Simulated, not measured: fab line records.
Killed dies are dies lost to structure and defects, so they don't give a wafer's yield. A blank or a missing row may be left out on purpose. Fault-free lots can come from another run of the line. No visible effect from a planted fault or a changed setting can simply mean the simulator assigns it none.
A single fault, viewed from 2 desks | flow gf180mcu | each desk has only its own numbers; what lay behind them comes last

== THE TOOL OWNER'S DESK: pvdSputter-04 ==
The tool's own readings at GF_CONTACT_SPUTTER_23 (material TiN, target thk 10 nm, time 40 s): means of the sampled wafers that have a number, for each lot that ran on this tool. If a lot's mean is further than 4 standard deviations from the usual mean, the lot is out of limits and carries the mark OUT (the distance appears in the brackets).
Columns: A = chamberPressurePa at GF_CONTACT_SPUTTER_23, usual 5.000 Pa; B = throttleValvePct at GF_CONTACT_SPUTTER_23, usual 30.2 %
lot  | first seen here | A     | B
L859 | day 16 01:53    | 4.999 | 30.0
L866 | day 18 23:59    | 4.996 | 30.2
L876 | day 22 08:56    | 5.006 | 30.6
L879 | day 23 09:23    | 5.001 | 30.8
This desk found nothing out of limits on any of the 4 lots.

== FROM THE METROLOGY DESK ==
Lot by lot, what the gauges showed, no matter which tool ran the lot: averages of those sampled wafers that carry a number. If a lot's mean is further than 4 standard deviations from the usual mean, the lot is out of limits and carries the mark OUT (the distance appears in the brackets).
Columns: A = cdNm at GF_CONTACT_CD_MEAS_14, usual 220.1 nm; B = CONTACT_OVL at GF_CONTACT_OVL_MEAS_15, usual 0 nm
lot  | first seen here | A     | B
L859 | day 16 01:12    | 219.7 | 5
L866 | day 18 23:18    | 219.4 | -3
L867 | day 19 02:20    | 217.7 | 1
L869 | day 19 18:09    | 221.2 | -2
L876 | day 22 08:14    | 219.4 | -3
L879 | day 23 08:42    | 221.3 | -2
This desk found nothing out of limits on any of the 6 lots.

== ALL TOGETHER ==
The desk of the tool owner found nothing out of limits.
Nothing out of limits was seen by the metrology desk.

== WHAT HAD BEEN PUT IN BY THE SIMULATOR ==
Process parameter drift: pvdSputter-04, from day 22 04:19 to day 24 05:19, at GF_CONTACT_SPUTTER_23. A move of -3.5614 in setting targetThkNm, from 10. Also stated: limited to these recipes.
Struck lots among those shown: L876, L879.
